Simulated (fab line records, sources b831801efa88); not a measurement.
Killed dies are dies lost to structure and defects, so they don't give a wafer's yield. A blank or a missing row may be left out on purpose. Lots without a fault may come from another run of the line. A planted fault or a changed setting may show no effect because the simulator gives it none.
fab line records | flow sfq_line
record lots=7 wafers=18 last_day=82
route steps=325 shown R5@213
lots that met no fault: from a run of the same line without faults
start_h: hours from the record's first day to the start of the lot's first wafer shown | wait_h: hours since the lot's step before | " the same as in the row above | L1.1+2: a row that stands for several wafers | - no value, or no start given | * or withheld: withheld | < > ~ a bound
route shown NAME@n: a module of which the file shows steps, and the number in the route of the first | usual: mean/standard deviation of fault-free wafers | same: alike in all rows | chamber/n: place in a boat | sites: the reading at each site | _std_site: their standard deviation | _edge_site: outer sites' mean less inner sites' | radius_mm: how far each site lies from the wafer's centre | mask NAME#n: copy n | behind: the tool/chamber that last shaped the wafer | hold: why the lot was held/for how many hours/how that ended | device: the transistor (n, p or np) that didn't switch | end of line: the same wafers' tests at the end of the route | a step without rows: its recipe alone | killed: dies lost to structure and defects at the first sort, not the wafer's yield | map: a wafer's dies, x killed, . not, _ none there
set.NAME: the setting as run; set.NAME@STEP: as run at that earlier step | model.NAME: the simulator's own value behind a step, which no gauge read
lots at some steps of the route; a table a step, a row a wafer
services: from which hour (start_h, from the record's first day; less than 0 if before it) a tool's chamber was out of use, for how many hours, and why
## steps
# step SFQ_TRILAYER_R5_DEP_SPUTTER_133
# recipe material=MoNx base_pressure_pa=1.33e-06 target_thk_nm=40 power_w=1000 time_s=66.7 chamber_pressure_pa=0.4
# usual chamber_pressure_pa=0.4000/0.00084 throttle_valve_pct=30.4/1
# columns lot.wafer tool chamber start_h wait_h chamber_pressure_pa throttle_valve_pct
L845.3 pvd_sputter-03 - 1388.29 0.0 0.3998 29.5
L845.4 " - " " 0.4009 31.1
L845.6 " - " " 0.3991 29.3
L850.1 pvd_sputter-03 - 1409.37 0.0 0.3988 32.1
L850.2 " - " " 0.4004 29.3
L852.4 pvd_sputter-03 - 1412.37 0.0 0.4013 31.3
L852.5 " - " " 0.4008 29.9
L854.1 pvd_sputter-05 - 1421.37 0.0 0.3992 29.6
L854.2 " - " " 0.3987 31.5
L858.1 pvd_sputter-04 - 1470.72 0.0 0.4013 31.0
L858.2 " - " " 0.4010 30.8
L858.6 " - " " 0.3992 31.3
L861.2 pvd_sputter-04 - 1489.16 0.0 0.4013 30.6
L861.3 " - " " 0.4000 30.6
L861.4 " - " " 0.4001 29.1
L867.1 pvd_sputter-04 - 1645.85 0.0 0.3996 31.0
L867.3 " - " " 0.4013 29.1
L867.5 " - " " 0.3985 31.0
# step SFQ_TRILAYER_R5_DEP_SPUTTER_134
# recipe material=Ti base_pressure_pa=1.33e-06 target_thk_nm=5 power_w=2000 time_s=5 chamber_pressure_pa=0.4
# usual chamber_pressure_pa=0.3998/0.00088 throttle_valve_pct=30.4/1
# columns lot.wafer tool chamber start_h wait_h chamber_pressure_pa throttle_valve_pct
L845.3 pvd_sputter-03 - 1388.35 0.0 0.4007 29.6
L845.4 " - " " 0.4014 30.9
L845.6 " - " " 0.4023 29.6
L850.1 pvd_sputter-03 - 1409.42 0.0 0.3991 32.4
L850.2 " - " " 0.3988 29.4
L852.4 pvd_sputter-03 - 1412.42 0.0 0.3991 31.2
L852.5 " - " " 0.3996 29.7
L854.1 pvd_sputter-05 - 1421.42 0.0 0.4014 29.7
L854.2 " - " " 0.3996 31.8
L858.1 pvd_sputter-04 - 1470.77 0.0 0.4007 31.2
L858.2 " - " " 0.4015 30.9
L858.6 " - " " 0.4000 31.1
L861.2 pvd_sputter-04 - 1489.21 0.0 0.4005 30.8
L861.3 " - " " 0.3996 30.6
L861.4 " - " " 0.4001 28.9
L867.1 pvd_sputter-04 - 1645.90 0.0 0.3979 31.0
L867.3 " - " " 0.4013 29.1
L867.5 " - " " 0.3993 30.8
# step SFQ_R5_RS_MEAS_933
# recipe thk_meas_gauge=four-point-probe reads=Ti_of_TRILAYER_R5_DEP_SPUTTER_134+MoNx_of_TRILAYER_R5_DEP_SPUTTER_133+Ti_of_TRILAYER_R5_DEP_SPUTTER_132
# usual R5_MONX_RS=7.09/0.082
# columns lot.wafer tool chamber start_h wait_h R5_MONX_RS[ohm/sq]
L845.3 film_metro-04 - 1388.41 0.0 7.12
L845.4 " - " " 7.04
L845.6 " - " " 7.11
L850.1 film_metro-02 - 1409.44 0.0 7.12
L850.2 " - " " 7.11
L852.4 film_metro-04 - 1412.50 0.1 7.13
L852.5 " - " " 7.11
L854.1 film_metro-02 - 1421.44 0.0 7.05
L854.2 " - " " 6.97
L858.1 film_metro-02 - 1470.79 0.0 6.98
L858.2 " - " " 7.01
L858.6 " - " " 7.03
L861.2 film_metro-02 - 1489.25 0.0 7.02
L861.3 " - " " 7.14
L861.4 " - " " 7.00
L867.1 film_metro-02 - 1645.92 0.0 6.97
L867.3 " - " " 6.96
L867.5 " - " " 6.94
# step SFQ_R5_THK_MEAS_934
# recipe thk_meas_gauge=xrf reads=MoNx_of_TRILAYER_R5_DEP_SPUTTER_133
# usual R5_MONX_THK=38.8/0.53
# columns lot.wafer tool chamber start_h wait_h R5_MONX_THK[nm]
L845.3 film_metro-04 - 1388.51 0.1 38.1
L845.4 " - " " 38.6
L845.6 " - " " 38.0
L850.1 film_metro-02 - 1409.56 0.1 38.8
L850.2 " - " " 39.2
L852.4 film_metro-04 - 1412.59 0.1 38.0
L852.5 " - " " 38.3
L854.1 film_metro-02 - 1421.56 0.1 39.0
L854.2 " - " " 40.0
L858.1 film_metro-02 - 1470.91 0.1 39.1
L858.2 " - " " 39.3
L858.6 " - " " 39.1
L861.2 film_metro-02 - 1489.36 0.1 39.2
L861.3 " - " " 38.6
L861.4 " - " " 39.3
L867.1 film_metro-02 - 1646.04 0.1 39.8
L867.3 " - " " 39.6
L867.5 " - " " 39.7
# step SFQ_TRILAYER_R5_LITHO_COAT_141
# recipe resist=BARC spin_rpm=3000 resist_thk_nm=62
# step SFQ_TRILAYER_R5_LITHO_COAT_136
# recipe resist=KrF spin_rpm=3000 resist_thk_nm=600
# step SFQ_TRILAYER_R5_LITHO_SOFTBAKE_140
# recipe temp_c=withheld time_s=withheld resist=KrF
# step SFQ_TRILAYER_R5_LITHO_EXPOSE_137
# recipe mask_id=R5 na=0.6 source_shape=conventional sigma_outer=0.65 target_cd_nm=500 dose_mj=14.4
# step SFQ_TRILAYER_R5_LITHO_PEB_139
# recipe peb_temp_c=115 peb_time_s=60 resist=KrF
# step SFQ_TRILAYER_R5_LITHO_DEVELOP_138
# recipe time_s=60 resist=KrF
# step SFQ_R5_OVL_MEAS_935
# usual R5_OVL=-2/4.7
# columns lot.wafer tool chamber start_h wait_h R5_OVL[nm]
L845.3 overlay-01 - 1399.45 0.1 3
L845.4 " - " " -3
L845.6 " - " " -4
L850.1 overlay-02 - 1432.52 0.1 -3
L850.2 " - " " -6
L852.4 overlay-02 - 1436.14 0.1 -9
L852.5 " - " " -8
L854.1 overlay-02 - 1444.52 0.1 -5
L854.2 " - " " -1
L858.1 overlay-01 - 1611.75 0.1 -1
L858.2 " - " " -3
L858.6 " - " " -2
L861.2 overlay-01 - 1616.56 0.1 -7
L861.3 " - " " -3
L861.4 " - " " -9
L867.1 overlay-01 - 1669.37 0.1 9
L867.3 " - " " 11
L867.5 " - " " 10
# step SFQ_TRILAYER_R5_BARC_OPEN_METAL_ETCH_177
# recipe mask_material=PR chemistry=O2 target_depth_nm=125 target=BARC icp_w=600 bias_w=80 pressure_mtorr=10 time_s=41.7
# usual drypump_motor_current_A=5.5/0.56 oes_product_au=0.685/0.0046 run_length_s=70.2/0.34
# columns lot.wafer tool chamber start_h wait_h drypump_motor_current_A oes_product_au rf_hours_counter_h run_length_s
L845.3 rie_metal-03 0 1399.50 0.0 6.1 0.683 - 70.1
L845.4 " 1 " " 5.0 0.690 - 70.0
L845.6 " 0 " " 6.0 0.684 - 70.2
L850.1 rie_metal-04 1 1432.55 0.0 5.0 0.684 137 70.2
L850.2 " 0 " " 5.3 0.681 66 70.2
L852.4 rie_metal-04 0 1436.17 0.0 5.3 0.695 - 70.7
L852.5 " 0 " " 5.3 0.683 - 70.3
L854.1 rie_metal-04 0 1444.55 0.0 5.3 0.692 69 70.4
L854.2 " 0 " " 5.3 0.690 - 70.4
L858.1 rie_metal-03 0 1611.79 0.0 6.1 0.689 39 70.0
L858.2 " 1 " " 4.9 0.693 64 70.5
L858.6 " 1 " " 4.9 0.679 - 70.7
L861.2 rie_metal-03 0 1616.59 0.0 6.0 0.682 40 70.7
L861.3 " 0 " " 6.0 0.683 - 70.6
L861.4 " 1 " " 4.9 0.683 - 70.2
L867.1 rie_metal-04 0 1669.40 0.0 5.3 0.687 102 70.4
L867.3 " 1 " " 5.0 0.689 - 70.7
L867.5 " 0 " " 5.3 0.678 - 70.4
# step SFQ_TRILAYER_R5_ETCH_METAL_ETCH_139
# recipe stop_on=SiO2 mask_material=PR chemistry=Cl2 target_depth_nm=60 icp_w=600 bias_w=80 pressure_mtorr=10 time_s=40
# usual drypump_motor_current_A=5.5/0.56 oes_product_au=0.992/0.0052 run_length_s=68.4/0.32
# columns lot.wafer tool chamber start_h wait_h drypump_motor_current_A oes_product_au rf_hours_counter_h run_length_s model.KrF_of_TRILAYER_R5_LITHO_COAT_136.thk_nm model.Nb_of_TRILAYER_JJ_TRILAYER_DEP_SPUTTER_112.thk_nm
L845.3 rie_metal-03 0 1399.56 0.0 6.0 0.995 - 68.4 500.6 159.3
L845.4 " 1 " " 4.9 0.999 - 68.6 500.5 158.7
L845.6 " 0 " " 6.0 0.996 - 68.6 501.7 158.2
L850.1 rie_metal-04 1 1432.61 0.0 5.0 0.883 137 78.1 492.3 157.8
L850.2 " 0 " " 5.3 1.003 66 68.6 498.3 160.6
L852.4 rie_metal-04 0 1436.23 0.0 5.2 0.992 - 68.2 499.7 161.3
L852.5 " 0 " " 5.2 0.876 - 77.7 492.9 157
L854.1 rie_metal-04 0 1444.67 0.1 5.2 0.866 69 77.9 493.4 157
L854.2 " 0 " " 5.2 0.990 - 68.5 499.7 159.4
L858.1 rie_metal-03 0 1611.85 0.0 6.1 0.987 40 68.4 497.8 162.3
L858.2 " 1 " " 4.9 0.995 64 68.6 499.6 160.9
L858.6 " 1 " " 4.9 0.986 - 68.2 499.8 161.4
L861.2 rie_metal-03 0 1616.65 0.0 6.1 0.993 40 68.7 496.8 158.7
L861.3 " 0 " " 6.1 1.003 - 68.4 495.3 160
L861.4 " 1 " " 4.9 0.983 - 68.5 496.5 159.9
L867.1 rie_metal-04 0 1669.46 0.0 5.2 0.990 102 68.4 493.3 158.3
L867.3 " 1 " " 5.0 0.991 - 68.7 495.2 158.1
L867.5 " 0 " " 5.2 0.995 - 68.1 496.1 159
# step SFQ_TRILAYER_R5_STRIP_STRIP_140
# recipe gas=O2 power_w=200 platen_temp_c=40 overash_fraction=0.65 chemistry=O2 pressure_mtorr=50
# usual drypump_motor_current_A=5.5/0.56 oes_product_au=1.003/0.007 platen_temp_c=40.01/0.11
# columns lot.wafer tool chamber start_h wait_h drypump_motor_current_A oes_product_au platen_temp_c rf_hours_counter_h
L845.3 rie_metal-03 0 1399.79 0.2 6.1 0.999 39.92 -
L845.4 " 1 " " 4.9 1.003 39.90 -
L845.6 " 0 " " 6.1 0.991 40.03 -
L850.1 rie_metal-04 1 1432.67 0.0 5.0 1.006 39.81 137
L850.2 " 0 " " 5.3 1.003 40.07 66
L852.4 rie_metal-04 0 1436.47 0.2 5.3 1.017 40.22 -
L852.5 " 0 " " 5.3 1.007 40.16 -
L854.1 rie_metal-04 0 1444.79 0.1 5.3 1.006 39.98 69
L854.2 " 0 " " 5.2 1.006 40.15 -
L858.1 rie_metal-03 0 1611.91 0.0 6.0 0.994 40.00 40
L858.2 " 1 " " 5.0 0.996 39.81 64
L858.6 " 1 " " 5.0 0.998 39.90 -
L861.2 rie_metal-03 0 1616.71 0.0 6.0 1.003 39.97 41
L861.3 " 0 " " 6.1 1.005 40.10 -
L861.4 " 1 " " 5.0 1.005 40.14 -
L867.1 rie_metal-04 0 1669.52 0.0 5.2 1.008 40.19 102
L867.3 " 1 " " 5.0 1.007 39.97 -
L867.5 " 0 " " 5.3 1.012 40.20 -
## services
# columns tool chamber start_h hours kind
pvd_sputter-03 - 1378.23 1.8 repair
pvd_sputter-04 - 1386.97 4.3 repair
rie_metal-04 1 1439.34 - clean
rie_metal-04 1 1439.34 - consumable_replace:focus_ring
rie_metal-04 1 1439.34 14.7 scheduled_down
rie_metal-04 1 1439.34 14.7 vent_cycle
rie_metal-04 0 1467.35 1.2 repair
rie_metal-04 1 1516.00 26.5 repair
pvd_sputter-03 - 1533.10 1.9 repair
pvd_sputter-03 - 1571.14 2.3 repair
pvd_sputter-03 - 1588.55 5.3 repair
pvd_sputter-05 - 1592.70 3.2 repair
pvd_sputter-04 - 1605.02 11.2 repair
pvd_sputter-05 0 1606.73 - consumable_replace:kit
pvd_sputter-05 0 1606.73 18.0 scheduled_down
pvd_sputter-05 0 1606.73 18.0 vent_cycle
pvd_sputter-05 - 1608.88 3.4 repair
## key
first_sign step=SFQ_TRILAYER_R5_ETCH_METAL_ETCH_139 reading=run_length_s direction=up sigmas=29 usual=* struck=*
effect step=SFQ_TRILAYER_R5_ETCH_METAL_ETCH_139 reading=oes_product_au direction=down sigmas=23 usual=0.992 struck=0.875
model_effect step=SFQ_TRILAYER_R5_ETCH_METAL_ETCH_139 value=KrF_of_TRILAYER_R5_LITHO_COAT_136.thk_nm without=498.7 struck=492.9
met_at SFQ_TRILAYER_R5_ETCH_METAL_ETCH_139
struck_wafers L850.1,L852.5,L854.1
fault kind=process_parameter_drift tool=rie_metal-04 chamber=- onset_h=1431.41 steps=SFQ_TRILAYER_R5_ETCH_METAL_ETCH_139 channel=time_s offset=* shape=step end_h=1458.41 scope=struck_wafers_only acts_in=* stated=*
